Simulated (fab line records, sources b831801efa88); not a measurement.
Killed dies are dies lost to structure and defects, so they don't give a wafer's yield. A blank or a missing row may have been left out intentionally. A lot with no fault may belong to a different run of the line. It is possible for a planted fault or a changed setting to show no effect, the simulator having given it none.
fab line records ; flow gf180mcu
record lots=15; wafers=45; last_day=34
route steps=602 shown M4@458 V4@478
lots that met no fault: taken from a fault-free run of the same line
start_h: the number of hours between the record's first day and the start of the first shown wafer of the lot ; wait_h: hours from the lot's prior step to this one ; " the same as in the row above ; L1.1+2: a row that stands for several wafers ; - no value, or no start was given ; * or withheld: withheld ; < > ~ a bound
route shown NAME@n: names a module that has steps shown in the file, with the first one's number in the route ; usual: average and standard deviation across the fault-free wafers ; same: alike in all rows ; chamber/n: place in a boat ; sites: readings site by site ; _std_site: standard deviation across them ; _edge_site: the outer-site mean with the inner-site mean subtracted ; radius_mm: how far each site lies from the wafer's centre ; mask NAME#n: copy n ; behind: the last tool/chamber to shape the wafer ; hold: the reason the lot was held/the length of the hold in hours/how it ended ; device: which transistor (n, p or np) failed to switch ; end of line: the route-end tests of the same wafers ; a step with no rows: only its recipe ; killed: dies that structure and defects cost at the first sort, which is not the same as the wafer's yield ; map: a wafer's dies, marking killed ones x, the rest . and places with no die _
set.NAME: the setting that was run; set.NAME@STEP: the one run at that earlier step ; model.NAME: the simulator's own value behind a step, which no gauge read
the route's steps for a sample of lots (tables are steps, rows are wafers)
services: when a tool's chamber went out of use (start_h, in hours from the record's first day, below 0 if earlier), for how many hours, and the reason
## steps
# step GF_M4_SPUTTER_02
# recipe material=AlCu; target_thk_nm=450; power_w=10600; time_s=23.9; chamber_pressure_pa=0.4
# usual chamber_pressure_pa=0.3999/0.00079; throttle_valve_pct=30.7/1
lot.wafer;tool;chamber;start_h;wait_h;chamber_pressure_pa;throttle_valve_pct
L907.3;pvd_sputter-03;-;513.87;0.0;0.4000;32.1
L907.5;pvd_sputter-03;-;513.87;0.0;0.4003;32.3
L907.6;pvd_sputter-03;-;513.87;0.0;0.3996;30.2
L908.1;pvd_sputter-02;-;523.30;0.0;0.3993;30.7
L908.5;pvd_sputter-02;-;523.30;0.0;0.3981;30.5
L908.6;pvd_sputter-02;-;523.30;0.0;0.3981;31.0
L910.2;pvd_sputter-03;-;545.50;0.0;0.4001;30.1
L910.5;pvd_sputter-03;-;545.50;0.0;0.4001;32.0
L910.6;pvd_sputter-03;-;545.50;0.0;0.4000;32.3
L911.1;pvd_sputter-01;-;553.92;0.0;0.3993;30.4
L911.2;pvd_sputter-01;-;553.92;0.0;0.4004;30.9
L911.3;pvd_sputter-01;-;553.92;0.0;0.4002;29.1
L912.1;pvd_sputter-01;-;561.31;0.0;0.3993;28.7
L912.4;pvd_sputter-01;-;561.31;0.0;0.3996;31.0
L912.6;pvd_sputter-01;-;561.31;0.0;0.4001;30.4
L913.2;pvd_sputter-03;-;565.38;0.0;0.4018;32.5
L913.3;pvd_sputter-03;-;565.38;0.0;0.3995;32.0
L913.4;pvd_sputter-03;-;565.38;0.0;0.4012;32.1
L914.1;pvd_sputter-03;-;575.28;0.0;0.4007;32.0
L914.5;pvd_sputter-03;-;575.28;0.0;0.4006;30.6
L914.6;pvd_sputter-03;-;575.28;0.0;0.4001;31.9
L915.1;pvd_sputter-01;-;585.89;0.0;0.4012;30.7
L915.3;pvd_sputter-01;-;585.89;0.0;0.4010;29.1
L915.5;pvd_sputter-01;-;585.89;0.0;0.4011;30.4
L920.1;pvd_sputter-02;-;643.23;0.0;0.3992;30.5
L920.4;pvd_sputter-02;-;643.23;0.0;0.4002;30.8
L920.6;pvd_sputter-02;-;643.23;0.0;0.4011;30.2
L922.2;pvd_sputter-02;-;649.28;0.0;0.3998;30.7
L922.4;pvd_sputter-02;-;649.28;0.0;0.4004;30.7
L922.6;pvd_sputter-02;-;649.28;0.0;0.3994;30.6
L923.1;pvd_sputter-01;-;655.43;0.0;0.4011;30.8
L923.5;pvd_sputter-01;-;655.43;0.0;0.3997;29.0
L923.6;pvd_sputter-01;-;655.43;0.0;0.4007;30.5
L927.1;pvd_sputter-03;-;675.32;0.0;0.4012;32.0
L927.2;pvd_sputter-03;-;675.32;0.0;0.3995;30.4
L927.6;pvd_sputter-03;-;675.32;0.0;0.3987;30.3
L926.3;pvd_sputter-02;-;679.21;0.0;0.3992;31.0
L926.5;pvd_sputter-02;-;679.21;0.0;0.4008;30.9
L926.6;pvd_sputter-02;-;679.21;0.0;0.3997;30.2
L928.2;pvd_sputter-01;-;680.45;0.0;0.3992;30.5
L928.3;pvd_sputter-01;-;680.45;0.0;0.3999;28.8
L928.4;pvd_sputter-01;-;680.45;0.0;0.3999;28.8
L930.1;pvd_sputter-03;-;695.97;0.0;0.4001;29.9
L930.4;pvd_sputter-03;-;695.97;0.0;0.4008;30.5
L930.6;pvd_sputter-03;-;695.97;0.0;0.3995;32.0
# step GF_M4_RS_MEAS_05
# recipe thk_meas_gauge=four-point-probe; reads=TiN_of_M4_SPUTTER_04+Ti_of_M4_SPUTTER_03+AlCu_of_M4_SPUTTER_02+TiN_of_M4_SPUTTER_01+Ti_of_M4_SPUTTER_00
# usual M4_ALCU_RS=0.0695/0.0009
lot.wafer;tool;chamber;start_h;wait_h;M4_ALCU_RS[ohm/sq]
L907.3;film_metro-02;-;514.00;0.1;0.0704
L907.5;film_metro-02;-;514.00;0.1;0.0687
L907.6;film_metro-02;-;514.00;0.1;0.0701
L908.1;film_metro-04;-;523.39;0.0;0.0698
L908.5;film_metro-04;-;523.39;0.0;0.0691
L908.6;film_metro-04;-;523.39;0.0;0.0697
L910.2;film_metro-02;-;545.61;0.0;0.0699
L910.5;film_metro-02;-;545.61;0.0;0.0705
L910.6;film_metro-02;-;545.61;0.0;0.0690
L911.1;film_metro-02;-;554.01;0.0;0.0697
L911.2;film_metro-02;-;554.01;0.0;0.0696
L911.3;film_metro-02;-;554.01;0.0;0.0696
L912.1;film_metro-04;-;561.40;0.0;0.0696
L912.4;film_metro-04;-;561.40;0.0;0.0695
L912.6;film_metro-04;-;561.40;0.0;0.0697
L913.2;film_metro-04;-;565.49;0.0;0.0691
L913.3;film_metro-04;-;565.49;0.0;0.0706
L913.4;film_metro-04;-;565.49;0.0;0.0691
L914.1;film_metro-04;-;575.38;0.0;0.0700
L914.5;film_metro-04;-;575.38;0.0;0.0694
L914.6;film_metro-04;-;575.38;0.0;0.0684
L915.1;film_metro-03;-;585.98;0.0;0.0693
L915.3;film_metro-03;-;585.98;0.0;0.0692
L915.5;film_metro-03;-;585.98;0.0;0.0691
L920.1;film_metro-04;-;643.32;0.0;0.0693
L920.4;film_metro-04;-;643.32;0.0;0.0699
L920.6;film_metro-04;-;643.32;0.0;0.0694
L922.2;film_metro-03;-;649.39;0.0;0.0705
L922.4;film_metro-03;-;649.39;0.0;0.0688
L922.6;film_metro-03;-;649.39;0.0;0.0691
L923.1;film_metro-04;-;655.52;0.0;0.0696
L923.5;film_metro-04;-;655.52;0.0;0.0688
L923.6;film_metro-04;-;655.52;0.0;0.0684
L927.1;film_metro-03;-;675.41;0.0;0.0709
L927.2;film_metro-03;-;675.41;0.0;0.0696
L927.6;film_metro-03;-;675.41;0.0;0.0695
L926.3;film_metro-03;-;679.34;0.1;0.0697
L926.5;film_metro-03;-;679.34;0.1;0.0713
L926.6;film_metro-03;-;679.34;0.1;0.0708
L928.2;film_metro-02;-;680.56;0.0;0.0687
L928.3;film_metro-02;-;680.56;0.0;0.0691
L928.4;film_metro-02;-;680.56;0.0;0.0688
L930.1;film_metro-04;-;696.06;0.0;0.0698
L930.4;film_metro-04;-;696.06;0.0;0.0698
L930.6;film_metro-04;-;696.06;0.0;0.0689
# step GF_M4_EXPOSE_11
# recipe mask_id=Metal4; target_cd_nm=280; na=0.68; source_shape=conventional; sigma_outer=0.6; dose_mj=28
# usual exposure_dose_mJ_cm2=28.20/0.25; focus_offset_nm=0.0/0.46
lot.wafer;tool;chamber;start_h;wait_h;mask;exposure_dose_mJ_cm2;focus_offset_nm
L907.3;krf_scanner-02;0;525.90;-;Metal4#0;27.98;0.0
L907.5;krf_scanner-02;0;525.90;-;Metal4#0;27.94;-0.4
L907.6;krf_scanner-02;0;525.90;-;Metal4#0;27.95;-0.2
L908.1;krf_scanner-01;0;535.22;-;Metal4#0;28.44;-0.3
L908.5;krf_scanner-01;0;535.22;-;Metal4#0;28.41;-0.1
L908.6;krf_scanner-01;0;535.22;-;Metal4#0;28.44;-0.1
L910.2;krf_scanner-02;0;556.82;-;Metal4#0;27.97;0.1
L910.5;krf_scanner-02;0;556.82;-;Metal4#0;27.99;0.3
L910.6;krf_scanner-02;0;556.82;-;Metal4#0;27.96;-0.8
L911.1;krf_scanner-01;0;565.40;-;Metal4#0;28.41;-0.2
L911.2;krf_scanner-01;0;565.40;-;Metal4#0;28.42;0.6
L911.3;krf_scanner-01;0;565.40;-;Metal4#0;28.41;-0.3
L912.1;krf_scanner-01;0;572.34;-;Metal4#0;28.45;0.1
L912.4;krf_scanner-01;0;572.34;-;Metal4#0;28.43;0.2
L912.6;krf_scanner-01;0;572.34;-;Metal4#0;28.44;0.3
L913.2;krf_scanner-02;0;576.28;-;Metal4#0;27.91;0.3
L913.3;krf_scanner-02;0;576.28;-;Metal4#0;27.93;-0.4
L913.4;krf_scanner-02;0;576.28;-;Metal4#0;27.93;-0.2
L914.1;krf_scanner-02;0;586.43;-;Metal4#0;27.96;0.6
L914.5;krf_scanner-02;0;586.43;-;Metal4#0;27.97;0.2
L914.6;krf_scanner-02;0;586.43;-;Metal4#0;27.99;0.3
L915.1;krf_scanner-02;0;597.39;-;Metal4#0;27.95;-0.2
L915.3;krf_scanner-02;0;597.39;-;Metal4#0;27.92;-0.1
L915.5;krf_scanner-02;0;597.39;-;Metal4#0;27.90;-0.3
L920.1;krf_scanner-01;-;653.71;-;Metal4#0;-;-
L920.4;krf_scanner-01;-;653.71;-;Metal4#0;-;-
L920.6;krf_scanner-01;-;653.71;-;Metal4#0;-;-
L922.2;krf_scanner-02;-;659.29;-;Metal4#0;-;-
L922.4;krf_scanner-02;-;659.29;-;Metal4#0;-;-
L922.6;krf_scanner-02;-;659.29;-;Metal4#0;-;-
L923.1;krf_scanner-01;-;664.81;-;Metal4#0;-;-
L923.5;krf_scanner-01;-;664.81;-;Metal4#0;-;-
L923.6;krf_scanner-01;-;664.81;-;Metal4#0;-;-
L927.1;krf_scanner-01;0;684.77;-;Metal4#0;28.44;0.3
L927.2;krf_scanner-01;0;684.77;-;Metal4#0;28.43;0.4
L927.6;krf_scanner-01;0;684.77;-;Metal4#0;28.46;0.7
L926.3;krf_scanner-01;0;688.42;-;Metal4#0;28.43;-0.1
L926.5;krf_scanner-01;0;688.42;-;Metal4#0;28.43;0.2
L926.6;krf_scanner-01;0;688.42;-;Metal4#0;28.46;-0.2
L928.2;krf_scanner-02;0;689.82;-;Metal4#0;27.98;-0.5
L928.3;krf_scanner-02;0;689.82;-;Metal4#0;27.97;0.4
L928.4;krf_scanner-02;0;689.82;-;Metal4#0;27.97;-0.1
L930.1;krf_scanner-02;0;704.97;-;Metal4#0;27.95;-0.6
L930.4;krf_scanner-02;0;704.97;-;Metal4#0;27.97;0.3
L930.6;krf_scanner-02;0;704.97;-;Metal4#0;27.94;-0.7
# step GF_V4_CVD_02
# recipe material=SiO2; target_thk_nm=850; precursor=TEOS; temp_c=400; time_s=94.851; rf_w=600
# usual heater_power_w=644/87; susceptor_temp_C=399.94/0.23
lot.wafer;tool;chamber;start_h;wait_h;heater_power_w;susceptor_temp_C
L907.3;pecvd-02;0;538.35;0.0;752;399.94
L907.5;pecvd-02;1;538.35;0.0;836;399.81
L907.6;pecvd-02;0;538.35;0.0;587;400.04
L908.1;pecvd-04;2;547.43;0.1;547;400.32
L908.5;pecvd-04;1;547.43;0.1;713;399.85
L908.6;pecvd-04;0;547.43;0.1;675;400.08
L910.2;pecvd-04;2;569.12;0.0;626;399.59
L910.5;pecvd-04;1;569.12;0.0;628;400.25
L910.6;pecvd-04;2;569.12;0.0;550;400.07
L911.1;pecvd-01;1;576.78;0.1;594;399.96
L911.2;pecvd-01;2;576.78;0.1;589;399.65
L911.3;pecvd-01;0;576.78;0.1;625;399.63
L912.1;pecvd-01;0;584.06;0.1;615;399.90
L912.4;pecvd-01;1;584.06;0.1;710;399.70
L912.6;pecvd-01;2;584.06;0.1;454;400.36
L913.2;pecvd-02;1;588.46;0.0;668;399.93
L913.3;pecvd-02;0;588.46;0.0;633;399.75
L913.4;pecvd-02;0;588.46;0.0;687;399.98
L914.1;pecvd-02;2;598.19;0.1;672;399.90
L914.5;pecvd-02;2;598.19;0.1;537;399.60
L914.6;pecvd-02;1;598.19;0.1;770;399.86
L915.1;pecvd-04;2;608.59;0.1;642;399.58
L915.3;pecvd-04;1;608.59;0.1;705;399.59
L915.5;pecvd-04;1;608.59;0.1;584;400.00
L927.1;pecvd-02;1;695.13;0.1;737;400.14
L927.2;pecvd-02;2;695.13;0.1;678;400.17
L927.6;pecvd-02;1;695.13;0.1;788;399.96
L926.3;pecvd-04;2;698.79;0.0;525;399.91
L926.5;pecvd-04;0;698.79;0.0;733;399.86
L926.6;pecvd-04;2;698.79;0.0;574;400.15
L928.2;pecvd-01;2;700.01;0.0;568;399.63
L928.3;pecvd-01;0;700.01;0.0;530;400.14
L928.4;pecvd-01;0;700.01;0.0;588;399.93
L930.1;pecvd-01;0;715.43;0.1;568;400.07
L930.4;pecvd-01;2;715.43;0.1;573;399.88
L930.6;pecvd-01;1;715.43;0.1;712;400.08
## services
tool;chamber;start_h;hours;kind
krf_scanner-02;-;496.05;0.8;pm
pecvd-04;-;509.13;0.5;repair
pecvd-01;0;517.89;2.4;repair
krf_scanner-01;-;520.71;4.4;pm
pvd_sputter-01;-;525.14;7.5;repair
krf_scanner-01;-;525.72;1.0;pm
krf_scanner-01;-;531.27;1.3;pm
krf_scanner-02;-;541.14;1.0;pm
pecvd-04;-;544.07;2.8;pm
pvd_sputter-02;-;556.04;0.9;repair
pecvd-04;-;564.11;1.3;repair
pecvd-04;0;565.13;5.3;repair
krf_scanner-01;-;568.01;0.8;pm
krf_scanner-02;-;581.95;4.4;pm
pecvd-04;-;591.12;14.0;pm
krf_scanner-01;-;642.89;3.6;pm
krf_scanner-02;-;657.07;1.3;pm
krf_scanner-02;-;664.85;0.8;pm
krf_scanner-01;-;673.16;0.6;repair
krf_scanner-01;-;694.72;1.0;pm
pvd_sputter-03;-;700.07;2.1;repair
krf_scanner-01;-;707.17;1.3;pm
krf_scanner-02;-;708.80;0.5;repair
krf_scanner-02;-;710.14;1.0;pm
## key
first_sign step=GF_M4_EXPOSE_11; reading=tool_record; direction=missing
effect none on later readings
met_at GF_M4_EXPOSE_11
struck_lots L920,L922,L923
later_rows_left_out L920.1,L920.4,L920.6,L922.2,L922.4,L922.6,L923.1,L923.5,L923.6
sort_left_out L920.1,L920.4,L920.6,L922.2,L922.4,L922.6,L923.1,L923.5,L923.6
not_acting_at GF_M4_SPUTTER_02,GF_M4_RS_MEAS_05,GF_V4_CVD_02
onset_between 597.39 653.71
fault kind=skipped_step_whole; tool=krf_scanner-01,krf_scanner-02; chamber=-; onset_h=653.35; steps=GF_M4_EXPOSE_11; scope=struck_lots_only
# sort_left_out: the simulated sort isn't trusted on such a fault, so these wafers' sort isn't shown, and their yield isn't known
# later_rows_left_out: the simulator's readings of these wafers behind a module that went badly wrong aren't trusted and aren't shown, but for the sort
